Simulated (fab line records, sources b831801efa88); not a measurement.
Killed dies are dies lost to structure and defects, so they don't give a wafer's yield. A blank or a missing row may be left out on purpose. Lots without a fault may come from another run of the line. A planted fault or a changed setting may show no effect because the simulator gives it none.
A struck lot beside a sound one | flow sky130 | 14 steps out of a route of 708
Sound: wafers L102.1, L102.3, L102.5. Struck: wafers L110.1, L110.5, L110.6. The cause comes at the end.
At each step with rows: each side's tool, then ch and its chambers, then its first start. Under that, the readings that differ: sound wafers | struck wafers | difference of the means | sigmas: that difference in standard deviations of wafers without a fault.
alike: readings whose means differ by less than 2 such deviations, and words and numbers that are the same on both sides. not compared: withheld readings, readings that some wafer has no value for, bounds like >300 that may hide the same value, and numbers for which the record gives no deviation and whose values overlap.
The two part at a step that has a row with sigmas, a row that says differs or no value, or rows on one side only. Numbers that don't overlap but have no deviation are shown without sigmas and don't part them. A reading that every wafer of one side lacks parts them only if that side has two wafers or more.

first, 3 steps without rows for these wafers: SKY_VT_ADJUST_NCORE_EXPOSE_04 (exposes mask LVTN COMPLEMENT THIN, target cd 380 nm); SKY_VT_ADJUST_NCORE_PEB_05; SKY_VT_ADJUST_NCORE_DEVELOP_06 (develop time 60 s).
SKY_VT_ADJUST_NCORE_CD_MEAS_07: target cd 380 nm.
  sound on cd_sem-02, day 11 07:47; struck on cd_sem-02, day 13 13:17
  alike: cd_nm
SKY_VT_ADJUST_NCORE_OVL_MEAS_08:
  sound on overlay-01, day 11 07:55; struck on overlay-01, day 13 13:25
  alike: VT_ADJUST_NCORE_OVL
then, 1 step without rows for these wafers: SKY_VT_ADJUST_NCORE_IMPLANT_09.
SKY_VT_ADJUST_NCORE_STRIP_10: strips in O2/N2.
  sound on plasma_asher-03 ch 1, day 11 08:06; struck on plasma_asher-01 ch 0,1, day 13 13:36
  alike: drypump_motor_current_A, oes_product_au, strip_time_to_endpoint_s
  not compared: rf_hours_counter_h
SKY_VT_ADJUST_NCORE_TW_MEAS_11:
  sound on film_metro-04, day 11 08:12; struck on film_metro-04, day 13 13:42
  alike: VT_ADJUST_NCORE_TW
then, 4 steps without rows for these wafers: SKY_VT_ADJUST_HVTR_DEHYDRATE_00 (time 60 s); SKY_VT_ADJUST_HVTR_HMDS_01 (prime time 60 s); SKY_VT_ADJUST_HVTR_COAT_02 (resist thk 1140 nm); SKY_VT_ADJUST_HVTR_SOFTBAKE_03 (time 60 s).
SKY_VT_ADJUST_HVTR_EXPOSE_04: exposes mask HVTRM, target cd 380 nm.
  sound on iline_stepper-01 ch 0, day 11 19:44; struck on iline_stepper-02, day 14 03:01
  no value came back on the struck wafers for exposure_dose_mJ_cm2, focus_offset_nm (nm); on the sound wafers exposure_dose_mJ_cm2 reads 150.16 150.05 149.95
  alike: mask
then, 1 step without rows for these wafers: SKY_VT_ADJUST_HVTR_PEB_05.

WHERE THEY PART
Only at SKY_VT_ADJUST_HVTR_EXPOSE_04, within this record.

WHY: what the simulator had put in
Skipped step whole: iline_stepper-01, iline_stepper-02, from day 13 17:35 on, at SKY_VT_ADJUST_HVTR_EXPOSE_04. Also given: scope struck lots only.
